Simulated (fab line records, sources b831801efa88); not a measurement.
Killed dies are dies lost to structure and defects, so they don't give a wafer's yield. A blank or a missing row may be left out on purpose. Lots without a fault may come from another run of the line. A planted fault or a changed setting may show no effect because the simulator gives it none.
Split-lot experiment | flow gf180mcu | 5 lots, 23 wafers read, on a route of 602 steps

THE SPLIT
At GF_M2_SPUTTER_03 (material Ti, target thk 10 nm, time 6.7 s), the setting power_w was moved away from the recipe's 3000 W on 5 of the 23 wafers read, by -6.4% to +7.3%. The other wafers ran this setting at the recipe's value.

The reading is taken at the split's own step.

THE READING
Ti_of_M2_SPUTTER_03.thk_nm (the simulator's own value, which no gauge read), in nm, at GF_M2_SPUTTER_03 (material Ti, target thk 10 nm, time 6.7 s). The file gives no usual value for it. The 18 wafers here that ran the recipe average 9.964 nm, standard deviation 0.12 nm.

wafer  | tool, chamber at the split | power_w as run, W | against the recipe | Ti_of_M2_SPUTTER_03.thk_nm, nm | against lot-mates on the recipe
L077.2 | pvd_sputter-01, -          | 3000              | recipe             | 9.759                          | -
L077.3 | pvd_sputter-01, -          | 3000              | recipe             | 9.938                          | -
L077.4 | pvd_sputter-01, -          | 3000              | recipe             | 9.898                          | -
L077.5 | pvd_sputter-01, -          | 3000              | recipe             | 9.717                          | -
L077.6 | pvd_sputter-01, -          | 3000              | recipe             | 9.838                          | -
L076.1 | pvd_sputter-01, -          | 3000              | recipe             | 9.93                           | -
L076.2 | pvd_sputter-01, -          | 3000              | recipe             | 10.09                          | -
L076.3 | pvd_sputter-01, -          | 3000              | recipe             | 9.917                          | -
L076.5 | pvd_sputter-01, -          | 3000              | recipe             | 10.07                          | -
L076.6 | pvd_sputter-01, -          | 3000              | recipe             | 9.963                          | -
L081.2 | pvd_sputter-04, -          | 3000              | recipe             | 9.998                          | -
L081.3 | pvd_sputter-04, -          | 3000              | recipe             | 9.984                          | -
L081.4 | pvd_sputter-04, -          | 3000              | recipe             | 10.09                          | -
L080.2 | pvd_sputter-04, -          | 3000              | recipe             | 10.01                          | -
L080.3 | pvd_sputter-04, -          | 3219              | +7.3%              | 10.8                           | +0.816
L080.4 | pvd_sputter-04, -          | 3219              | +7.3%              | 10.87                          | +0.886
L080.5 | pvd_sputter-04, -          | 3000              | recipe             | 9.958                          | -
L080.6 | pvd_sputter-04, -          | 3219              | +7.3%              | 10.84                          | +0.856
L083.2 | pvd_sputter-04, -          | 2807              | -6.4%              | 9.632                          | -0.431
L083.3 | pvd_sputter-04, -          | 2807              | -6.4%              | 9.264                          | -0.799
L083.4 | pvd_sputter-04, -          | 3000              | recipe             | 9.948                          | -
L083.5 | pvd_sputter-04, -          | 3000              | recipe             | 10.21                          | -
L083.6 | pvd_sputter-04, -          | 3000              | recipe             | 10.03                          | -

THE FIT
A straight line over all 23 wafers: Ti_of_M2_SPUTTER_03.thk_nm changes by +0.105 nm for each +1% of power_w; r = +0.94; the points scatter about the line by 0.13 nm.
The same after taking each lot's own level away (the mean of its wafers on the recipe; 23 wafers): +0.109 nm for each +1%; r = +0.97; scatter 0.096 nm.
On that fit, the largest move of power_w shifts the reading by 0.8 nm.
The lots' own levels span 9.8300 to 10.0627 nm, that is 2.0 times the standard deviation above.
So the lot-to-lot level changes the slope little: the two slopes agree.
Check: with one of the wafers moved furthest among these (+7.3%) left out of the fit, the line predicts +0.809 nm for it against its lot-mates. It came out at +0.816 nm against them.

OTHER SPLITS ON THESE WAFERS
These wafers also went through other splits before the reading. Each is held against what the fit with the lots' levels taken away leaves over:
other split on the same wafers   | wafers away from the commonest value | r with Ti_of_M2_SPUTTER_03.thk_nm (lot level and that fit taken away)
GF_HV_LDD_CVD_56 temp_c          | 15                                   | +0.09
GF_HV_LDD_ETCHBACK_58 source_w   | 8                                    | +0.14
GF_PSD_DEVELOP_06 develop_time_s | 9                                    | +0.15
GF_PSD_IMPLANT_09 energy_kev     | 6                                    | +0.36
GF_CONTACT_SPUTTER_22 time_s     | 9                                    | -0.08
GF_M1_EXPOSE_11 dose_mj          | 5                                    | -0.17
GF_M1_METAL_ETCH_16 icp_w        | 10                                   | -0.28
GF_V1_COAT_09 resist_thk_nm      | 7                                    | -0.20

THE FILE'S OWN FIT
Ti_of_M2_SPUTTER_03.thk_nm changes by +0.108 nm for each +1% of power_w, r = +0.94.
